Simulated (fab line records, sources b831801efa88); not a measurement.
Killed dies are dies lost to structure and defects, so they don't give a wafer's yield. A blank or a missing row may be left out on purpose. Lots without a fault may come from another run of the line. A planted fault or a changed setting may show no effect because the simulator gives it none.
Which tool did it? | flow sfq_line | 14 lots, 42 wafers sampled, at 1 step of a route of 325

WHAT THE GAUGES READ, wafer by wafer
The record holds no reading of a measuring or inspecting step that can be judged against a usual standard deviation.

WHICH TOOL RAN EACH LOT (tool, then ch and the chambers of the sampled wafers, then the start)
lot  | SFQ_TRILAYER_M0_LITHO_PEB_024
L561 | litho_track-01 ch 0, day 10 07:11
L562 | litho_track-02 ch 0, day 10 10:46
L564 | litho_track-02 ch 0, day 11 01:11
L565 | litho_track-01 ch 0, day 11 09:38
L566 | litho_track-02 ch 0, day 11 21:34
L573 | litho_track-03 ch 0, day 13 22:25
L574 | litho_track-02 ch 0, day 14 11:36
L575 | litho_track-02 ch 0, day 15 03:38
L577 | litho_track-01 ch 0, day 15 19:17
L578 | litho_track-01 ch 0, day 16 12:14
L579 | litho_track-01 ch 0, day 16 23:07
L580 | litho_track-03 ch 0, day 17 13:34
L582 | litho_track-01 ch 0, day 18 16:56
L584 | litho_track-01 ch 0, day 19 17:52
- SFQ_TRILAYER_M0_LITHO_PEB_024: peb time 60 s.

WHAT THE TOOLS THEMSELVES READ (means of the sampled wafers that have a number; where no wafer has one, the mark that the record gives instead)
SFQ_TRILAYER_M0_LITHO_PEB_024.
lot  | tool           | heater_power_total_W (W)
L561 | litho_track-01 | 79.15
L562 | litho_track-02 | 79.13
L564 | litho_track-02 | 80.56
L565 | litho_track-01 | 79.14
L566 | litho_track-02 | 79.79
L573 | litho_track-03 | 79.05
L574 | litho_track-02 | 79.21
L575 | litho_track-02 | 79.20
L577 | litho_track-01 | 79.19
L578 | litho_track-01 | 79.09
L579 | litho_track-01 | 79.11
L580 | litho_track-03 | 79.07
L582 | litho_track-01 | 79.13
L584 | litho_track-01 | 79.15

THE ANSWER, worked out from the rows above alone
Rule: what is usual is taken from the lots themselves. Put in order of their means at a reading, lots are off if they are a third of the lots or fewer, leave a main group of 4 or more, and stand apart from it by a gap of 3 or more times the standard deviation of the main group's means; of several such gaps the widest counts. A main group whose means are all the same, to the digits that the tables above print for the reading, isn't used. A lot without any number at a reading at which 4 lots or more have one is off too. The other lots that the step has rows for count as sound. The gauges are gone through in route order, then the tools' own readings, and for those a lot's mean is taken as printed above. The first step at which some lot is off is used, and at that step the reading that is off furthest; a lot without a number counts as furthest.
Off: L564, L566, at SFQ_TRILAYER_M0_LITHO_PEB_024 (heater_power_total_W). The main group: mean 79.14 W, standard deviation 0.048.
A tool fits if, at that step or a process step before it, it ran every lot that is off, and no sound lot after the first of them. None of those tried fits.

WHAT THE SIMULATOR HAD PUT IN
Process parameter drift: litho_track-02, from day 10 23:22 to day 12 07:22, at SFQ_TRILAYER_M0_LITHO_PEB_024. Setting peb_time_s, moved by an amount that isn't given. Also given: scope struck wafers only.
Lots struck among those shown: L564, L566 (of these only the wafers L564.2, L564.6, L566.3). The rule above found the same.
